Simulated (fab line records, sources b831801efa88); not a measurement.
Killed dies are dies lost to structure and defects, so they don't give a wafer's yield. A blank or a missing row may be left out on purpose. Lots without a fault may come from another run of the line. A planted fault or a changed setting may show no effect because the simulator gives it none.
Tool commonality check | flow sky130 | 11 lots, 39 wafers sampled

WHY IT WAS OPENED
At SKY_SD_N_RS_MEAS_16 the reading SD_N_RS is flagged on 2 of 11 lots. Wafers without a fault read 68.55 ohm/sq, standard deviation 0.11.
Rule: a lot is flagged when every wafer of it that has a number lies more than 4 standard deviations from that mean, or none has a number. The other lots count as sound.

lot  | measured     | on            | SD_N_RS (ohm/sq), wafer by wafer    | flag
L386 | day 30 21:56 | film_metro-01 | 68.47 68.51 68.54                   |
L387 | day 31 02:23 | film_metro-02 | 68.53 68.40 68.34                   |
L391 | day 32 07:49 | film_metro-03 | 68.35 68.46 68.55                   |
L390 | day 32 09:49 | film_metro-01 | 68.63 68.56 68.67                   |
L393 | day 33 02:22 | film_metro-02 | 68.34 68.41 68.34                   |
L392 | day 33 11:13 | film_metro-03 | 68.59 68.42 68.68                   |
L394 | day 33 13:25 | film_metro-03 | 68.55 68.61 68.56                   |
L395 | day 33 18:35 | film_metro-02 | 75.08 74.89 75.09 74.99 74.78 74.95 | FLAGGED
L399 | day 34 13:27 | film_metro-01 | 75.25 75.08 75.09 75.15 75.01 74.99 | FLAGGED
L400 | day 34 21:44 | film_metro-02 | 68.58 68.74 68.52                   |
L403 | day 35 02:23 | film_metro-03 | 68.66 68.76 68.75                   |
The numbers of the flagged lots are 75.03 ohm/sq on average: +6.48 ohm/sq against the usual, or +59 standard deviations.

WHICH TOOL RAN EACH LOT
The record holds 2 process steps before the reading, out of a route of 708 steps. In each cell: the tool, then ch and the chambers that the sampled wafers went through, then the start.
lot  | flag    | SKY_SD_N_IMPLANT_09             | SKY_SD_N_STRIP_11
L386 |         | implanter-03 ch 0, day 30 21:15 | plasma_asher-02 ch 0,1, day 30 21:33
L387 |         | implanter-03 ch 0, day 31 01:43 | plasma_asher-02 ch 0,1, day 31 02:00
L391 |         | implanter-04 ch 0, day 32 07:08 | plasma_asher-04 ch 0,1, day 32 07:25
L390 |         | implanter-02 ch 0, day 32 09:08 | plasma_asher-04 ch 0,1, day 32 09:26
L393 |         | implanter-02 ch 0, day 33 01:41 | plasma_asher-04 ch 1, day 33 01:59
L392 |         | implanter-03 ch 0, day 33 10:32 | plasma_asher-04 ch 0,1, day 33 10:49
L394 |         | implanter-04 ch 0, day 33 12:44 | plasma_asher-02 ch 0,1, day 33 13:01
L395 | FLAGGED | implanter-02 ch 0, day 33 17:54 | plasma_asher-04 ch 0,1, day 33 18:12
L399 | FLAGGED | implanter-02 ch 0, day 34 08:05 | plasma_asher-01 ch 0,1, day 34 08:22
L400 |         | implanter-04 ch 0, day 34 21:04 | plasma_asher-01 ch 0,1, day 34 21:21
L403 |         | implanter-04 ch 0, day 35 01:43 | plasma_asher-02 ch 0,1, day 35 01:58
What these steps do:
- SKY_SD_N_IMPLANT_09
- SKY_SD_N_STRIP_11: strips in O2/N2.
- SKY_SD_N_RS_MEAS_16: measures by four-point-probe.

FLAGGED OVER TOTAL, TOOL BY TOOL (the gauges that took the reading come last)
step                | tool            | lots run | flagged | share of the flagged lots | sound lots run after its first flagged lot
SKY_SD_N_IMPLANT_09 | implanter-02    | 4        | 2       | all                       | 0
SKY_SD_N_IMPLANT_09 | implanter-03    | 3        | 0       | none                      | -
SKY_SD_N_IMPLANT_09 | implanter-04    | 4        | 0       | none                      | -
SKY_SD_N_STRIP_11   | plasma_asher-01 | 2        | 1       | some                      | 1 (L400)
SKY_SD_N_STRIP_11   | plasma_asher-02 | 4        | 0       | none                      | -
SKY_SD_N_STRIP_11   | plasma_asher-04 | 5        | 1       | some                      | 0
SKY_SD_N_RS_MEAS_16 | film_metro-01   | 3        | 1       | some                      | 0
SKY_SD_N_RS_MEAS_16 | film_metro-02   | 4        | 1       | some                      | 1 (L400)
SKY_SD_N_RS_MEAS_16 | film_metro-03   | 4        | 0       | none                      | -

WHAT THE TABLE ALLOWS
1 row of the table ran every flagged lot: implanter-02 at SKY_SD_N_IMPLANT_09.
- implanter-02 at SKY_SD_N_IMPLANT_09: 2 of its 4 lots flagged. Its last sound lot is L393 (day 33 01:41), its first flagged lot L395 (day 33 17:54): a fault that began between those two fits. Its own readings lie more than 4 standard deviations out on every wafer of the flagged lots: dose_ions_cm2.
One tool is left: implanter-02 at SKY_SD_N_IMPLANT_09.

WHAT THE SIMULATOR HAD PUT IN
Process parameter drift: implanter-02, from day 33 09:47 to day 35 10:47, at SKY_SD_N_IMPLANT_09. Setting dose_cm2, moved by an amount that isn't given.
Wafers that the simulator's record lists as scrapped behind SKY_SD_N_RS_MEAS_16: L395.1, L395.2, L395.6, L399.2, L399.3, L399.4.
Lots struck among those shown: L395, L399. The rule above found the same.
